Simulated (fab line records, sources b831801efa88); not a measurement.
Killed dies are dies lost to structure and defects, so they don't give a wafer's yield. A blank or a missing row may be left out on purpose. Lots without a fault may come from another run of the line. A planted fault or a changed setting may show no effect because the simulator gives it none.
A struck lot beside a sound one | flow sky130 | 15 steps out of a route of 708
Sound: wafers L247.3, L247.5, L247.6. Struck: wafers L237.1, L237.2, L237.3. The cause comes at the end.
At each step with rows: each side's tool, then ch and its chambers, then its first start. Under that, the readings that differ: sound wafers | struck wafers | difference of the means | sigmas: that difference in standard deviations of wafers without a fault.
alike: readings whose means differ by less than 2 such deviations, and words and numbers that are the same on both sides. not compared: withheld readings, readings that some wafer has no value for, bounds like >300 that may hide the same value, and numbers for which the record gives no deviation and whose values overlap.
The two part at a step that has a row with sigmas, a row that says differs or no value, or rows on one side only. Numbers that don't overlap but have no deviation are shown without sigmas and don't part them. A reading that every wafer of one side lacks parts them only if that side has two wafers or more.

first, 8 steps without rows for these wafers: SKY_LOCAL_INTERCONNECT_DEHYDRATE_03 (time 60 s); SKY_LOCAL_INTERCONNECT_HMDS_04 (prime time 60 s); SKY_LOCAL_INTERCONNECT_COAT_05 (resist thk 60 nm); SKY_LOCAL_INTERCONNECT_COAT_06 (resist thk 450 nm); SKY_LOCAL_INTERCONNECT_SOFTBAKE_07 (time 88.39 s); SKY_LOCAL_INTERCONNECT_EXPOSE_08 (exposes mask LI1M, target cd 170 nm); SKY_LOCAL_INTERCONNECT_PEB_09; SKY_LOCAL_INTERCONNECT_DEVELOP_10 (develop time 60 s).
SKY_LOCAL_INTERCONNECT_CD_MEAS_11: target cd 170 nm.
  sound on cd_sem-01, day 36 22:17; struck on cd_sem-02, day 33 19:59
  alike: cd_nm
SKY_LOCAL_INTERCONNECT_OVL_MEAS_12:
  sound on overlay-01, day 36 22:23; struck on overlay-01, day 33 20:06
  reading                     | sound   | struck   | difference | sigmas
  LOCAL_INTERCONNECT_OVL (nm) | 11 7 16 | -2 -4 -6 | -15        | -3
SKY_LOCAL_INTERCONNECT_ETCH_13: etches BARC in N2/H2, stops on SiO2, time 45.9 s, target depth 60 nm.
  sound on rie_metal-03 ch 0,1, day 36 22:26; struck on rie_metal-03 ch 0,1, day 33 20:08
  alike: chamber_pressure_mTorr, drypump_motor_current_A, n2_flow_sccm, oes_product_au, rf_fwd_power_W, throttle_valve_pct
  not compared: rf_hours_counter_h
SKY_LOCAL_INTERCONNECT_METAL_ETCH_14: etches TiN in Cl2/BCl3, stops on PSG, target depth 110 nm, time 31.4 s.
  sound on rie_metal-03 ch 0,1, day 36 22:29; struck on rie_metal-03 ch 0,1, day 33 20:12
  alike: chamber_pressure_mTorr, drypump_motor_current_A, oes_product_au, rf_fwd_power_W, throttle_valve_pct
  not compared: rf_hours_counter_h
SKY_LOCAL_INTERCONNECT_STRIP_15: strips in O2/N2.
  sound on plasma_asher-01 ch 0,1, day 36 22:34; struck on plasma_asher-02 ch 0,1, day 33 20:15
  no value came back on the struck wafers for any of 6 readings (chamber_pressure_mTorr (mTorr), drypump_motor_current_A (A) and others); on the sound wafers chamber_pressure_mTorr (mTorr) reads 1501.7 1499.8 1500.1
  reading                                                   | sound | struck        | difference | sigmas
  model.KrF-thick_of_LOCAL_INTERCONNECT_COAT_06.thk_nm (nm) | 0 0 0 | 348.9 350 350 | +349.6     |
  not compared: rf_hours_counter_h
then, 1 step without rows for these wafers: SKY_LOCAL_INTERCONNECT_STRIP_16 (strips in post etch residue remover, time 1200 s).
-- the record jumps here: 15 days lie between the struck wafers' starts before and after (it left off in module LOCAL_INTERCONNECT and takes up again in module PAD_OPEN, whose first step shown is number 708 of the route) --
SKY_PAD_OPEN_PROBE_99:
  sound on prober-02, day 50 10:13; struck on prober-01, day 48 10:33
  reading            | sound    | struck                                                               | difference                   | sigmas
  hold               | - - -    | await_dispo/2.5h/scrap await_dispo/2.5h/scrap await_dispo/2.5h/scrap | no value on the sound wafers |
  killed_at_contacts | 24 22 24 | 428 434 443                                                          | +412                         | +76
  killed_dies        | 83 90 92 | 492 492 492                                                          | +404                         | +40
  killed_on_rim      | 19 19 17 | 96 96 96                                                             | +78                          | +19
  alike: killed_at_M0_to_M3, killed_at_M4_up, killed_at_front_end, killed_at_other, killed_open, killed_short

WHERE THEY PART
First at SKY_LOCAL_INTERCONNECT_OVL_MEAS_12; last, within this record, at SKY_PAD_OPEN_PROBE_99.

WHY: what the simulator had put in
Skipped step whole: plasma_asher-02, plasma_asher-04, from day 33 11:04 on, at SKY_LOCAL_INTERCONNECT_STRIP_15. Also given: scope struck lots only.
